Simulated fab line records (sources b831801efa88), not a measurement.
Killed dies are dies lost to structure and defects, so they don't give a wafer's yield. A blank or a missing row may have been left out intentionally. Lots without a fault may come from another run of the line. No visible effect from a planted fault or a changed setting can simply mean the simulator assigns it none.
Which tool is to blame?    flow sky130    12 lots, 36 wafers sampled, at 2 steps of a route of 708

== WHAT EACH GAUGE READ, for each wafer ==
SKY_POLY_CUT_OVL_MEAS_09.
lot   measured      on          POLY_CUT_OVL (nm)
L075  day 24 19:34  overlay-02  6 4 4
L077  day 25 18:22  overlay-01  -15 -20 -17
L079  day 26 14:10  overlay-01  0 1 0
L081  day 27 00:07  overlay-01  -4 -2 -5
L083  day 27 16:52  overlay-02  3 -8 2
L085  day 28 08:31  overlay-02  7 11 5
L087  day 28 17:55  overlay-02  0 -3 2
L089  day 29 10:25  overlay-02  -1 -7 -1
L091  day 30 07:37  overlay-01  -16 -8 -4
L093  day 30 21:29  overlay-01  -5 -2 -7
L095  day 31 09:55  overlay-01  5 6 10
L097  day 32 04:39  overlay-02  5 10 12

== TOOL THAT RAN EACH LOT (tool first, then ch and the chambers of the sampled wafers, then the start) ==
lot   SKY_NWELL_STRIP_25
L075  plasmaAsher-04 ch 0,1, day 5 14:26
L077  plasmaAsher-01 ch 0,1, day 6 03:59
L079  plasmaAsher-02 ch 0,1, day 6 17:48
L081  plasmaAsher-01 ch 0, day 7 02:35
L083  plasmaAsher-02 ch 0,1, day 7 13:51
L085  plasmaAsher-01 ch 0,1, day 8 04:08
L087  plasmaAsher-01 ch 0,1, day 8 15:03
L089  plasmaAsher-04 ch 0,1, day 9 02:51
L091  plasmaAsher-01 ch 0,1, day 9 17:22
L093  plasmaAsher-04 ch 0,1, day 10 05:41
L095  plasmaAsher-04 ch 0,1, day 10 13:16
L097  plasmaAsher-04 ch 0,1, day 11 05:49
- SKY_NWELL_STRIP_25: strips in O2/N2.

== THE ANSWER, worked out from the rows above alone ==
Rule: what is usual is taken from the lots themselves. Put in order of their means at a reading, lots are off if they are a third of the lots or fewer, leave a main group of 4 or more, and stand apart from it by a gap of 3 or more times the standard deviation of the main group's means; of several such gaps the widest counts. If all means in a main group match to the digits the tables above print for the reading, that group is not used. Also off: a lot with no number at a reading for which 4 or more lots have one. Where the step has rows for the other lots, those lots are counted as sound.
No lot is off at any reading shown: from this, nothing can be told.

== WHAT THE SIMULATOR PUT IN ==
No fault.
